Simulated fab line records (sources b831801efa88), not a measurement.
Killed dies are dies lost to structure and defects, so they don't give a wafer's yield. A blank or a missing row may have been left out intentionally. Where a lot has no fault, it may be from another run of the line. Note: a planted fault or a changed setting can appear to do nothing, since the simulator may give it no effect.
fab line records -- flow sky130
record: lots: 5, wafers: 15, last_day: 50
route steps=708 shown VIA4@643
lots that met no fault: taken from a fault-free run of the same line
start_h: start of the lot's first displayed wafer, in hours after the record's first day -- wait_h: hours from the lot's prior step to this one -- " as in the row above -- L1.1+2: a single row standing in for several wafers -- - no value, or no start given -- * or withheld: withheld -- < > ~ a bound
route shown NAME@n: NAME is a module with steps in the file, n the number in the route of the first one -- usual: mean/standard deviation of fault-free wafers -- same: alike in all rows -- chamber/n: place in a boat -- sites: per-site readings -- _std_site: standard deviation of those values -- _edge_site: outer sites' mean less inner sites' -- radius_mm: for every site, how far away it sits from the centre of the wafer -- mask NAME#n: copy n -- behind: the tool/chamber that last shaped the wafer -- hold: cause of the lot's hold/its duration in hours/its outcome -- device: the transistor (n, p or np) that didn't switch -- end of line: the route-end tests of the same wafers -- a step with no rows: only its recipe -- killed: not the wafer's yield, but the dies lost to structure and defects at the first sort -- map: a wafer's dies, marking killed ones x, the rest . and places with no die _
set.NAME: setting as actually run; set.NAME@STEP: the setting as run at that earlier step -- model.NAME: the simulator's own value behind a step, which no gauge read
lots at selected steps of the route; one table per step, one row per wafer
services: from which hour (start_h, from the record's first day; less than 0 if before it) a tool's chamber was out of use, for how many hours, and why
== steps ==
step: SKY_VIA4_DEHYDRATE_04
recipe: temp_c: 200, time_s: 60
usual: resist_line_temp_C: 23.00/0.11
lot.wafer,tool,chamber,start_h,wait_h,resist_line_temp_C
L074.3,litho_track-04,0,1003.23,11.8,23.11
L074.4,litho_track-04,0,1003.23,11.8,23.14
L074.6,litho_track-04,0,1003.23,11.8,22.87
L075.1,litho_track-03,0,1009.65,11.6,23.09
L075.5,litho_track-03,0,1009.65,11.6,22.89
L075.6,litho_track-03,0,1009.65,11.6,22.99
L087.2,litho_track-03,0,1088.63,9.5,23.15
L087.4,litho_track-03,0,1088.63,9.5,23.24
L087.5,litho_track-03,0,1088.63,9.5,23.07
L089.1,litho_track-02,0,1104.48,9.6,23.03
L089.3,litho_track-02,0,1104.48,9.6,23.03
L089.4,litho_track-02,0,1104.48,9.6,23.02
L092.3,litho_track-02,0,1117.28,9.4,22.93
L092.5,litho_track-02,0,1117.28,9.4,22.87
L092.6,litho_track-02,0,1117.28,9.4,22.88
step: SKY_VIA4_HMDS_05
recipe: prime_time_s: 60, prime_temp_c: 120
usual: resist_line_temp_C: 23.00/0.097
same: prime_time_s: 60
lot.wafer,tool,chamber,start_h,wait_h,resist_line_temp_C
L074.3,litho_track-04,0,1003.38,0.1,22.99
L074.4,litho_track-04,0,1003.38,0.1,22.84
L074.6,litho_track-04,0,1003.38,0.1,22.99
L075.1,litho_track-03,0,1009.80,0.1,22.99
L075.5,litho_track-03,0,1009.80,0.1,23.05
L075.6,litho_track-03,0,1009.80,0.1,22.91
L087.2,litho_track-03,0,1088.78,0.1,22.83
L087.4,litho_track-03,0,1088.78,0.1,23.09
L087.5,litho_track-03,0,1088.78,0.1,23.07
L089.1,litho_track-02,0,1104.63,0.1,22.96
L089.3,litho_track-02,0,1104.63,0.1,22.97
L089.4,litho_track-02,0,1104.63,0.1,22.88
L092.3,litho_track-02,0,1117.43,0.1,22.80
L092.5,litho_track-02,0,1117.43,0.1,22.94
L092.6,litho_track-02,0,1117.43,0.1,23.01
step: SKY_VIA4_COAT_06
recipe: resist: NOVOLAK, spin_rpm: 3000, resist_thk_nm: 1140
usual: resist_line_temp_C: 23.01/0.12, spin_speed_rpm: 2999.6/2.1
lot.wafer,tool,chamber,start_h,wait_h,resist_line_temp_C,spin_speed_rpm
L074.3,litho_track-04,0,1003.53,0.1,22.88,2997.5
L074.4,litho_track-04,0,1003.53,0.1,22.88,2998.5
L074.6,litho_track-04,0,1003.53,0.1,22.99,2999.7
L075.1,litho_track-03,0,1009.95,0.1,22.95,3001.0
L075.5,litho_track-03,0,1009.95,0.1,22.94,2999.8
L075.6,litho_track-03,0,1009.95,0.1,22.90,2999.7
L087.2,litho_track-03,0,1088.93,0.1,22.86,3000.5
L087.4,litho_track-03,0,1088.93,0.1,23.22,2998.4
L087.5,litho_track-03,0,1088.93,0.1,23.01,2998.7
L089.1,litho_track-02,0,1104.78,0.1,23.07,3003.4
L089.3,litho_track-02,0,1104.78,0.1,23.09,3001.0
L089.4,litho_track-02,0,1104.78,0.1,23.12,3002.6
L092.3,litho_track-02,0,1117.58,0.1,22.85,2998.9
L092.5,litho_track-02,0,1117.58,0.1,22.88,3000.5
L092.6,litho_track-02,0,1117.58,0.1,23.04,3000.1
step: SKY_VIA4_SOFTBAKE_07
recipe: temp_c: 90, time_s: 60, resist: NOVOLAK
usual: resist_line_temp_C: 22.99/0.1
lot.wafer,tool,chamber,start_h,wait_h,resist_line_temp_C
L074.3,litho_track-04,0,1003.68,0.1,22.96
L074.4,litho_track-04,0,1003.68,0.1,22.79
L074.6,litho_track-04,0,1003.68,0.1,22.96
L075.1,litho_track-03,0,1010.10,0.1,22.99
L075.5,litho_track-03,0,1010.10,0.1,22.98
L075.6,litho_track-03,0,1010.10,0.1,22.96
L087.2,litho_track-03,0,1089.08,0.1,23.11
L087.4,litho_track-03,0,1089.08,0.1,23.07
L087.5,litho_track-03,0,1089.08,0.1,22.97
L089.1,litho_track-02,0,1104.93,0.1,23.11
L089.3,litho_track-02,0,1104.93,0.1,23.10
L089.4,litho_track-02,0,1104.93,0.1,23.12
L092.3,litho_track-02,0,1117.73,0.1,23.00
L092.5,litho_track-02,0,1117.73,0.1,22.96
L092.6,litho_track-02,0,1117.73,0.1,22.95
step: SKY_VIA4_EXPOSE_08
recipe: mask_id: VIM4, na: 0.6, source_shape: conventional, sigma_outer: 0.6, polarization: unpolarized, target_cd_nm: 800, dose_mj: 130.3
usual: reticle_temp_C: 22.98/0.11
lot.wafer,tool,chamber,start_h,wait_h,mask,reticle_temp_C
L074.3,iline_stepper-01,0,-,-,VIM4#0,23.04
L074.4,iline_stepper-01,0,-,-,VIM4#0,23.11
L074.6,iline_stepper-01,0,-,-,VIM4#0,23.05
L075.1,iline_stepper-01,0,-,-,VIM4#0,22.93
L075.5,iline_stepper-01,0,-,-,VIM4#0,22.89
L075.6,iline_stepper-01,0,-,-,VIM4#0,22.85
L087.2,iline_stepper-01,0,-,-,VIM4#0,23.16
L087.4,iline_stepper-01,0,-,-,VIM4#0,22.96
L087.5,iline_stepper-01,0,-,-,VIM4#0,23.02
L089.1,iline_stepper-01,0,-,-,VIM4#0,23.13
L089.3,iline_stepper-01,0,-,-,VIM4#0,23.03
L089.4,iline_stepper-01,0,-,-,VIM4#0,22.90
L092.3,iline_stepper-01,0,-,-,VIM4#0,23.05
L092.5,iline_stepper-01,0,-,-,VIM4#0,23.01
L092.6,iline_stepper-01,0,-,-,VIM4#0,23.06
step: SKY_VIA4_PEB_09
recipe: temp_c: withheld, time_s: *, resist: NOVOLAK
usual: resist_line_temp_C: *
lot.wafer,tool,chamber,start_h,wait_h,resist_line_temp_C
L074.3,litho_track-03,0,-,-,*
L074.4,litho_track-03,0,-,-,*
L074.6,litho_track-03,0,-,-,*
L075.1,litho_track-02,0,-,-,*
L075.5,litho_track-02,0,-,-,*
L075.6,litho_track-02,0,-,-,*
L087.2,litho_track-02,0,-,-,*
L087.4,litho_track-02,0,-,-,*
L087.5,litho_track-02,0,-,-,*
L089.1,litho_track-03,0,-,-,*
L089.3,litho_track-03,0,-,-,*
L089.4,litho_track-03,0,-,-,*
L092.3,litho_track-03,0,-,-,*
L092.5,litho_track-03,0,-,-,*
L092.6,litho_track-03,0,-,-,*
step: SKY_VIA4_DEVELOP_10
recipe: resist: NOVOLAK, developer: TMAH, develop_time_s: 60, dev_temp_c: 23
usual: resist_line_temp_C: 23.00/0.097
lot.wafer,tool,chamber,start_h,wait_h,resist_line_temp_C
L074.3,litho_track-03,0,1014.35,0.1,23.12
L074.4,litho_track-03,0,1014.35,0.1,23.13
L074.6,litho_track-03,0,1014.35,0.1,22.98
L075.1,litho_track-02,0,1021.28,0.1,22.95
L075.5,litho_track-02,0,1021.28,0.1,23.08
L075.6,litho_track-02,0,1021.28,0.1,23.04
L087.2,litho_track-02,0,1099.91,0.1,22.92
L087.4,litho_track-02,0,1099.91,0.1,22.97
L087.5,litho_track-02,0,1099.91,0.1,23.01
L089.1,litho_track-03,0,1115.00,0.1,22.99
L089.3,litho_track-03,0,1115.00,0.1,22.88
L089.4,litho_track-03,0,1115.00,0.1,22.96
L092.3,litho_track-03,0,1127.25,0.1,23.10
L092.5,litho_track-03,0,1127.25,0.1,22.95
L092.6,litho_track-03,0,1127.25,0.1,23.09
step: SKY_VIA4_OVL_MEAS_11
usual: VIA4_OVL: 0.2/1.3
lot.wafer,tool,chamber,start_h,wait_h,VIA4_OVL[nm]
L074.3,overlay-01,-,1014.47,0.1,-1.1
L074.4,overlay-01,-,1014.47,0.1,-0.3
L074.6,overlay-01,-,1014.47,0.1,-0.4
L075.1,overlay-02,-,1021.43,0.1,0.2
L075.5,overlay-02,-,1021.43,0.1,0.1
L075.6,overlay-02,-,1021.43,0.1,-2.5
L087.2,overlay-01,-,1100.04,0.1,1.3
L087.4,overlay-01,-,1100.04,0.1,0.7
L087.5,overlay-01,-,1100.04,0.1,0.4
L089.1,overlay-02,-,1115.15,0.1,1.6
L089.3,overlay-02,-,1115.15,0.1,-0.9
L089.4,overlay-02,-,1115.15,0.1,2.4
L092.3,overlay-02,-,1127.37,0.1,-2.3
L092.5,overlay-02,-,1127.37,0.1,0.2
L092.6,overlay-02,-,1127.37,0.1,-2.7
step: SKY_VIA4_ETCH_12
recipe: target: SiO2, chemistry: C4F8/O2/Ar, stop_on: TiN, mask_material: NOVOLAK, source_w: 1500, bias_w: 1200, pressure_mtorr: 40, c4f8_flow_sccm: withheld, O2_flow_sccm: 6, Ar_flow_sccm: 300, time_s: withheld, target_depth_a: 5800
usual: oes_product_au: 0.925/0.0046
lot.wafer,tool,chamber,start_h,wait_h,oes_product_au
L074.3,rie_diel-03,0,1014.49,0.0,0.924
L074.4,rie_diel-03,2,1014.49,0.0,0.926
L074.6,rie_diel-03,3,1014.49,0.0,0.931
L075.1,rie_diel-04,3,1021.47,0.0,0.922
L075.5,rie_diel-04,0,1021.47,0.0,0.921
L075.6,rie_diel-04,3,1021.47,0.0,0.930
L087.2,rie_diel-03,3,1100.07,0.0,0.926
L087.4,rie_diel-03,2,1100.07,0.0,0.930
L087.5,rie_diel-03,2,1100.07,0.0,0.921
L089.1,rie_diel-03,1,1115.19,0.0,0.929
L089.3,rie_diel-03,3,1115.19,0.0,0.921
L089.4,rie_diel-03,2,1115.19,0.0,0.924
L092.3,rie_diel-04,1,1127.39,0.0,0.924
L092.5,rie_diel-04,3,1127.39,0.0,0.926
L092.6,rie_diel-04,1,1127.39,0.0,0.916
step: SKY_VIA4_STRIP_13
recipe: chemistry: O2/N2, power_w: 1400, pressure_mtorr: 1500, platen_temp_c: withheld, o2_flow_sccm: 3000, n2_flow_sccm: 300, overash_fraction: 0.5
usual: drypump_motor_current_A: 5.8/0.43, oes_product_au: 0.710/0.0043, strip_time_to_endpoint_s: 12.81/0.033
same: overash_fraction: 0.5
lot.wafer,tool,chamber,start_h,wait_h,drypump_motor_current_A,oes_product_au,rf_hours_counter_h,strip_time_to_endpoint_s
L074.3,plasma_asher-04,1,1014.60,-,5.6,0.709,-,12.91
L074.4,plasma_asher-04,0,1014.60,-,6.0,0.704,-,12.79
L074.6,plasma_asher-04,0,1014.60,-,6.0,0.704,-,12.84
L075.1,plasma_asher-04,1,1021.54,-,5.7,0.706,87,12.83
L075.5,plasma_asher-04,1,1021.54,-,5.7,0.719,-,12.75
L075.6,plasma_asher-04,0,1021.54,-,6.0,0.716,-,12.83
L087.2,plasma_asher-01,1,1100.14,-,5.4,0.705,37,12.83
L087.4,plasma_asher-01,0,1100.14,-,6.3,0.715,-,12.82
L087.5,plasma_asher-01,1,1100.14,-,5.4,0.706,-,12.78
L089.1,plasma_asher-03,1,1115.26,-,6.0,0.712,5,12.78
L089.3,plasma_asher-03,0,1115.26,-,5.0,0.711,-,12.85
L089.4,plasma_asher-03,1,1115.26,-,6.0,0.699,-,12.84
L092.3,plasma_asher-01,0,1127.50,-,6.4,0.707,-,12.82
L092.5,plasma_asher-01,1,1127.50,-,5.4,0.711,-,12.83
L092.6,plasma_asher-01,0,1127.50,-,6.4,0.711,-,12.80
step: SKY_VIA4_STRIP_14
recipe: chemistry: post_etch_residue_remover, time_s: 1200, temp_c: 72.5
lot.wafer,tool,chamber,start_h,wait_h
L074.3+4+6,wet_bench-01,0,1014.66,0.0
L075.1+5+6,wet_bench-03,3,1021.64,0.1
L087.2+4+5,wet_bench-03,1,1100.24,0.1
L089.1+3+4,wet_bench-02,0,1115.36,0.1
L092.3+5+6,wet_bench-03,1,1127.56,0.0
step: SKY_VIA4_CLEAN_15
recipe: chemistry: IPA, time_s: 180, temp_c: 25
lot.wafer,tool,chamber,start_h,wait_h
L074.3+4+6,wet_bench-03,1,1015.00,0.0
L075.1+5+6,wet_bench-02,2,1021.98,0.0
L087.2+4+5,wet_bench-01,2,1100.58,0.0
L089.1+3+4,wet_bench-01,0,1115.71,0.0
L092.3+5+6,wet_bench-03,3,1127.94,0.0
step: SKY_VIA4_CLEAN_16
recipe: chemistry: O3/DIW, dry: n2_spin
lot.wafer,tool,chamber,start_h,wait_h
L074.3+4+6,wet_bench-02,2,1015.06,0.0
L075.1+5+6,wet_bench-01,2,1022.04,0.0
L087.2+4+5,wet_bench-03,0,1100.64,0.0
L089.1+3+4,wet_bench-02,3,1115.82,0.0
L092.3+5+6,wet_bench-02,2,1128.01,0.0
step: SKY_VIA4_SPUTTER_17
recipe: material: TiN, target_thk_nm: 20, chamber_pressure_pa: 5, power_w: 4000, time_s: 80
usual: throttle_valve_pct: 29.7/0.87
lot.wafer,tool,chamber,start_h,wait_h,throttle_valve_pct
L074.3,pvd_sputter-02,-,1015.25,0.0,30.7
L074.4,pvd_sputter-02,-,1015.25,0.0,30.5
L074.6,pvd_sputter-02,-,1015.25,0.0,30.4
L075.1,pvd_sputter-02,-,1022.13,0.0,30.5
L075.5,pvd_sputter-02,-,1022.13,0.0,30.3
L075.6,pvd_sputter-02,-,1022.13,0.0,30.2
L087.2,pvd_sputter-04,-,1100.73,0.0,29.8
L087.4,pvd_sputter-04,-,1100.73,0.0,29.4
L087.5,pvd_sputter-04,-,1100.73,0.0,29.8
L089.1,pvd_sputter-01,-,1115.91,0.0,30.7
L089.3,pvd_sputter-01,-,1115.91,0.0,28.3
L089.4,pvd_sputter-01,-,1115.91,0.0,29.0
L092.3,pvd_sputter-04,-,1128.20,0.0,29.8
L092.5,pvd_sputter-04,-,1128.20,0.0,29.7
L092.6,pvd_sputter-04,-,1128.20,0.0,29.7
step: SKY_VIA4_CVD_18
recipe: material: W, target_thk_nm: 505, time_s: 152.14, temp_c: 400, pressure_torr: 40
usual: heater_power_w: 948/89
lot.wafer,tool,chamber,start_h,wait_h,heater_power_w
L074.3,cvd_w-02,0,1015.36,0.1,1045
L074.4,cvd_w-02,1,1015.36,0.1,966
L074.6,cvd_w-02,1,1015.36,0.1,972
L075.1,cvd_w-02,0,1022.19,0.0,1074
L075.5,cvd_w-02,1,1022.19,0.0,955
L075.6,cvd_w-02,0,1022.19,0.0,1078
L087.2,cvd_w-02,0,1100.79,0.0,1083
L087.4,cvd_w-02,0,1100.79,0.0,1098
L087.5,cvd_w-02,0,1100.79,0.0,1080
L089.1,cvd_w-01,0,1115.97,0.0,865
L089.3,cvd_w-01,0,1115.97,0.0,845
L089.4,cvd_w-01,0,1115.97,0.0,832
L092.3,cvd_w-01,1,1128.31,0.1,885
L092.5,cvd_w-01,0,1128.31,0.1,857
L092.6,cvd_w-01,1,1128.31,0.1,920
step: SKY_VIA4_RS_MEAS_19
recipe: thk_meas_gauge: four-point-probe, reads: W_of_VIA4_CVD_18+TiN_of_VIA4_SPUTTER_17
usual: VIA4_W_RS: 0.225/0.004
lot.wafer,tool,chamber,start_h,wait_h,VIA4_W_RS[ohm/sq]
L074.3,film_metro-03,-,1015.50,0.1,0.220
L074.4,film_metro-03,-,1015.50,0.1,0.231
L074.6,film_metro-03,-,1015.50,0.1,0.230
L075.1,film_metro-01,-,1022.35,0.1,0.220
L075.5,film_metro-01,-,1022.35,0.1,0.229
L075.6,film_metro-01,-,1022.35,0.1,0.218
L087.2,film_metro-01,-,1100.97,0.1,0.217
L087.4,film_metro-01,-,1100.97,0.1,0.221
L087.5,film_metro-01,-,1100.97,0.1,0.220
L089.1,film_metro-02,-,1116.28,0.3,0.228
L089.3,film_metro-02,-,1116.28,0.3,0.230
L089.4,film_metro-02,-,1116.28,0.3,0.226
L092.3,film_metro-02,-,1128.45,0.1,0.229
L092.5,film_metro-02,-,1128.45,0.1,0.228
L092.6,film_metro-02,-,1128.45,0.1,0.227
step: SKY_VIA4_THK_MEAS_20
recipe: thk_meas_gauge: xrf, reads: W_of_VIA4_CVD_18
usual: VIA4_W_THK: 498/9.9
lot.wafer,tool,chamber,start_h,wait_h,VIA4_W_THK[nm]
L074.3,film_metro-03,-,1015.60,0.1,511
L074.4,film_metro-03,-,1015.60,0.1,487
L074.6,film_metro-03,-,1015.60,0.1,487
L075.1,film_metro-01,-,1022.47,0.1,516
L075.5,film_metro-01,-,1022.47,0.1,493
L075.6,film_metro-01,-,1022.47,0.1,518
L087.2,film_metro-01,-,1101.08,0.1,523
L087.4,film_metro-01,-,1101.08,0.1,514
L087.5,film_metro-01,-,1101.08,0.1,515
L089.1,film_metro-02,-,1116.40,0.1,486
L089.3,film_metro-02,-,1116.40,0.1,481
L089.4,film_metro-02,-,1116.40,0.1,489
L092.3,film_metro-02,-,1128.55,0.1,488
L092.5,film_metro-02,-,1128.55,0.1,489
L092.6,film_metro-02,-,1128.55,0.1,489
== services ==
tool,chamber,start_h,hours,kind
cvd_w-01,-,983.00,0.6,repair
rie_diel-04,0,983.83,3.4,repair
wet_bench-01,-,1007.84,3.2,repair
iline_stepper-01,-,1014.33,2.0,repair
plasma_asher-01,-,1017.71,6.1,repair
pvd_sputter-02,-,1034.83,4.2,repair
plasma_asher-04,-,1036.06,6.7,pm
pvd_sputter-04,-,1037.13,13.5,repair
cvd_w-01,0,1040.62,5.9,repair
plasma_asher-03,-,1055.34,9.0,pm
rie_diel-04,-,1055.89,2.8,pm
rie_diel-03,3,1076.90,4.9,repair
iline_stepper-01,0,1077.04,-,calibration
rie_diel-03,2,1078.30,7.4,repair
pvd_sputter-04,1,1085.59,-,consumable_replace:kit
pvd_sputter-04,1,1085.59,18.0,scheduled_down
pvd_sputter-04,1,1085.59,18.0,vent_cycle
rie_diel-03,3,1094.45,3.5,repair
iline_stepper-01,-,1102.23,1.7,pm
cvd_w-01,1,1106.50,21.5,repair
rie_diel-04,0,1117.95,10.0,repair
plasma_asher-01,-,1119.01,2.8,pm
pvd_sputter-02,-,1123.57,1.4,repair
wet_bench-03,-,1123.64,1.9,pm
== key ==
fault none
